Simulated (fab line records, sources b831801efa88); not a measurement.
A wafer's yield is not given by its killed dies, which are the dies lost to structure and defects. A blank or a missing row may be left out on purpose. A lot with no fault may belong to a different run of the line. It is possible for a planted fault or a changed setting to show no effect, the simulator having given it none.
One fault seen from 2 desks | flow sky130 | what lay behind the numbers comes last; until then each desk has only its own

## THE TOOL OWNER'S DESK: pvd_sputter-01
The tool's own readings at SKY_METAL1_SPUTTER_03 (material Ti, target thk 5 nm, time 3.3 s): means of the sampled wafers that have a number, for each lot that ran on this tool. Marked OUT: a lot whose mean sits more than 4 standard deviations from the usual mean, which makes it out of limits; the brackets give that distance.
Columns: A = throttle_valve_pct at SKY_METAL1_SPUTTER_03, usual 30.4 %
lot  | first seen here | A
L299 | day 32 20:44    | 31.3
L308 | day 35 08:50    | 31.1
This desk's verdict: no lot among the 2 shows anything out of limits.

## THE METROLOGY DESK
What the gauges read, lot by lot, whatever tool the lot ran on: means of the sampled wafers that have a number. Marked OUT: a lot whose mean sits more than 4 standard deviations from the usual mean, which makes it out of limits; the brackets give that distance.
Columns: A = CONTACT_W_RS at SKY_CONTACT_RS_MEAS_25, usual 0.3373 ohm/sq; B = CONTACT_W_THK at SKY_CONTACT_THK_MEAS_26, usual 345 nm
lot  | first seen here | A      | B
L299 | day 32 20:11    | 0.3374 | 346
L300 | day 33 12:11    | 0.3379 | 342
L306 | day 35 05:17    | 0.3376 | 339
L308 | day 35 08:19    | 0.3346 | 351
L315 | day 37 15:48    | 0.3400 | 342
This desk's verdict: no lot among the 5 shows anything out of limits.

## TAKEN TOGETHER
The tool owner's desk saw nothing out of limits.
Nothing out of limits was seen by the metrology desk.

## WHAT THE SIMULATOR HAD INSERTED
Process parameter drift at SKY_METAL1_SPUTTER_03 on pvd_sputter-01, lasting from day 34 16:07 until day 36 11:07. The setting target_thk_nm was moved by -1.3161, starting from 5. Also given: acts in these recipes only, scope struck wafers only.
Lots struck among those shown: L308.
